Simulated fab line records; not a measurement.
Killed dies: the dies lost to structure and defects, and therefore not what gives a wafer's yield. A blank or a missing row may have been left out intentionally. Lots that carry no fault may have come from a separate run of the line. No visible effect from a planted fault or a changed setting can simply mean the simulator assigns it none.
Matching of chambers -- flow gf180mcu -- GF_STI_CMP_25 on cmp-01 has 4 sister chambers
The step polishes, stops on Si3N4, t overpolish 33 s, target thk 524.6 nm. 16 wafers are shown with their chamber, then 8 later ones without.

EACH WAFER AND ITS CHAMBER
wafer,chamber,motor current A (A),head pressure psi (psi),overpolish run s (s)
L202.3,3,11.6,3.998,33.009
L202.4,2,11.1,3.982,33.006
L202.6,1,10.9,4.006,32.994
L203.1,0,13.4,4.010,32.994
L203.2,3,12.5,4.003,32.998
L203.4,1,11.3,3.997,32.999
L205.3,0,13.1,4.000,33.008
L205.4,2,11.0,3.990,33.023
L205.5,3,12.3,4.007,32.996
L206.1,2,10.6,4.007,32.990
L206.3,1,11.0,3.990,33.007
L206.6,1,10.6,3.988,32.997
L207.3,1,11.1,3.987,32.988
L207.5,2,11.2,3.985,33.009
L207.6,1,11.2,4.000,32.999
L208.1,3,11.7,4.005,32.995

SIGNATURES, as means of the wafers listed above
reading,chamber 0,chamber 1,chamber 2,chamber 3,scatter within a chamber
motor current A,13.250,11.017,10.975,12.025,0.309
head pressure psi,4.00500,3.99467,3.99100,4.00325,0.00794
overpolish run s,33.00100,32.99733,33.00700,32.99950,0.00899
Rule: a wafer lies at a distance from a chamber equal to the root of the sum of squares, over the readings, of (its reading less the chamber's mean, divided by the reading's scatter). If the next closest chamber is less than 2 further off than the closest, the wafer can't be placed; otherwise it belongs to the closest. The scatter is the square root of a quotient: the sum, over the shown wafers, of each reading's squared deviation from its chamber's mean, divided by wafers minus chambers.

WAFERS WITH NO CHAMBER GIVEN
wafer,motor current A (A),head pressure psi (psi),overpolish run s (s)
L208.3,12.9,4.010,33.007
L208.6,13.6,4.007,33.006
L209.4,13.4,3.993,32.986
L209.5,12.4,3.987,33.002
L209.6,13.0,3.998,33.012
L213.3,10.7,4.016,33.004
L213.4,13.5,3.999,32.988
L213.5,10.4,4.012,32.993

THE CHAMBER EACH PASSED THROUGH
wafer,from the rows above,in truth
L208.3,can't be placed: 0 or 3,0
L208.6,0,0
L209.4,0,0
L209.5,can't be placed: 3 or 0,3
L209.6,can't be placed: 0 or 3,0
L213.3,can't be placed: 1 or 2 or 3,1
L213.4,0,0
L213.5,can't be placed: 1 or 2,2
Correctly placed: 3 of 8. Cannot be placed on the basis of these rows: 5; the candidates contain the true chamber in 5. 0 placed wrongly.
